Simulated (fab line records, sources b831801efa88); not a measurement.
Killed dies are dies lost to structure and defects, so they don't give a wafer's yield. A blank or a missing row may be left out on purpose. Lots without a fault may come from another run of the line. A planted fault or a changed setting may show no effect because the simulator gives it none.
A struck lot beside a sound one | flow sfq_line | 17 steps out of a route of 325
Sound: wafers L574.1, L574.5, L574.6. Struck: wafers L575.1, L575.5, L575.6. The cause comes at the end.
At each step with rows: each side's tool, then ch and its chambers, then its first start. Under that, the readings that differ: sound wafers | struck wafers | difference of the means | sigmas: that difference in standard deviations of wafers without a fault.
alike: readings whose means differ by less than 2 such deviations, and words and numbers that are the same on both sides. not compared: withheld readings, readings that some wafer has no value for, bounds like >300 that may hide the same value, and numbers for which the record gives no deviation and whose values overlap.
The two part at a step that has a row with sigmas, a row that says differs or no value, or rows on one side only. Numbers that don't overlap but have no deviation are shown without sigmas and don't part them. A reading that every wafer of one side lacks parts them only if that side has two wafers or more.

SFQ_TRILAYER_I3_VIA_BARC_OPEN_VIA_ETCH_121: etches BARC in O2, target depth 125 nm, time 41.7 s.
  sound on rie_diel-03 ch 2,3, day 44 17:17; struck on rie_diel-04 ch 0,1,3, day 44 18:29
  alike: bias_w, drypump_motor_current_A, oes_product_au
  not compared: rf_hours_counter_h
SFQ_TRILAYER_I3_VIA_ETCH_VIA_ETCH_088: etches SiO2 in CHF3, stops on Nb, target depth 260 nm.
  sound on rie_diel-03 ch 2,3, day 44 17:20; struck on rie_diel-04 ch 0,1,3, day 44 18:32
  alike: bias_w, drypump_motor_current_A, oes_product_au
SFQ_TRILAYER_I3_VIA_STRIP_STRIP_089: strips in O2.
  sound on rie_metal-03 ch 0,1, day 44 17:26; struck on rie_metal-04 ch 0,1, day 44 18:38
  reading                     | sound             | struck            | difference | sigmas
  drypump_motor_current_A (A) | 6.6 6.2 6.6       | 5.7 5.7 5.5       | -0.8       | -2
  oes_product_au (a.u.)       | 1.013 1.015 1.023 | 0.979 0.984 0.998 | -0.030     | -2
  not compared: rf_hours_counter_h
then, 2 steps without rows for these wafers: SFQ_TRILAYER_I3_VIA_STRIP_SOLV_CLEAN_090 (cleans in NMP, time 600 s); SFQ_TRILAYER_M4_DEP_PRE_CLEAN_092 (time 22.5 s).
SFQ_TRILAYER_M4_DEP_SPUTTER_091: material Nb, target thk 200 nm, time 133.3 s.
  sound on pvd_sputter-04, day 44 18:16; struck on pvd_sputter-05, day 44 19:27
  alike: throttle_valve_pct
SFQ_M4_RS_MEAS_924: measures by four-point-probe.
  sound on film_metro-01, day 44 18:21; struck on film_metro-02, day 44 19:33
  alike: M4_NB_RS
then, 4 steps without rows for these wafers: SFQ_TRILAYER_M4_LITHO_COAT_098 (resist thk 62 nm); SFQ_TRILAYER_M4_LITHO_COAT_093 (resist thk 600 nm); SFQ_TRILAYER_M4_LITHO_SOFTBAKE_097; SFQ_TRILAYER_M4_LITHO_EXPOSE_094 (exposes mask M4, target cd 500 nm).
SFQ_TRILAYER_M4_LITHO_PEB_096: peb time 60 s.
  sound on litho_track-04 ch 0, day 45 11:04; struck on litho_track-03 ch 0, day 45 12:16
then, 1 step without rows for these wafers: SFQ_TRILAYER_M4_LITHO_DEVELOP_095 (time 60 s).
SFQ_M4_OVL_MEAS_926:
  sound on overlay-02, day 45 11:22; struck on overlay-02, day 45 12:34
  alike: M4_OVL
SFQ_TRILAYER_M4_BARC_OPEN_METAL_ETCH_123: etches BARC in O2, target depth 125 nm, time 41.7 s.
  sound on rie_metal-03 ch 0,1, day 45 11:23; struck on rie_metal-02 ch 0,1, day 45 12:35
  reading             | sound             | struck            | difference | sigmas
  model.M4.cd_nm (nm) | 501.7 501.6 500.2 | 453.6 454.5 452.4 | -47.7      |
  alike: bias_w, drypump_motor_current_A, oes_product_au
  not compared: rf_hours_counter_h
SFQ_TRILAYER_M4_ETCH_METAL_ETCH_096: etches Nb in Cl2/Ar, stops on SiO2, target depth 240 nm, time 120 s.
  sound on rie_metal-03 ch 0,1, day 45 11:27; struck on rie_metal-02 ch 0,1, day 45 12:39
  reading             | sound             | struck            | difference | sigmas
  model.M4.cd_nm (nm) | 497.6 497.9 500.1 | 450.6 451.2 450.7 | -47.7      |
  alike: bias_w, drypump_motor_current_A, oes_product_au
  not compared: rf_hours_counter_h
SFQ_TRILAYER_M4_STRIP_STRIP_097: strips in O2.
  sound on rie_metal-03 ch 0,1, day 45 11:35; struck on rie_metal-02 ch 0,1, day 45 12:47
  alike: drypump_motor_current_A, oes_product_au
  not compared: rf_hours_counter_h

WHERE THEY PART
Only at SFQ_TRILAYER_I3_VIA_STRIP_STRIP_089, within this record. Later steps at which nothing parts them and some readings are alike: SFQ_TRILAYER_M4_DEP_SPUTTER_091, SFQ_M4_RS_MEAS_924, SFQ_M4_OVL_MEAS_926, SFQ_TRILAYER_M4_BARC_OPEN_METAL_ETCH_123, SFQ_TRILAYER_M4_ETCH_METAL_ETCH_096, SFQ_TRILAYER_M4_STRIP_STRIP_097.

WHY: what the simulator had put in
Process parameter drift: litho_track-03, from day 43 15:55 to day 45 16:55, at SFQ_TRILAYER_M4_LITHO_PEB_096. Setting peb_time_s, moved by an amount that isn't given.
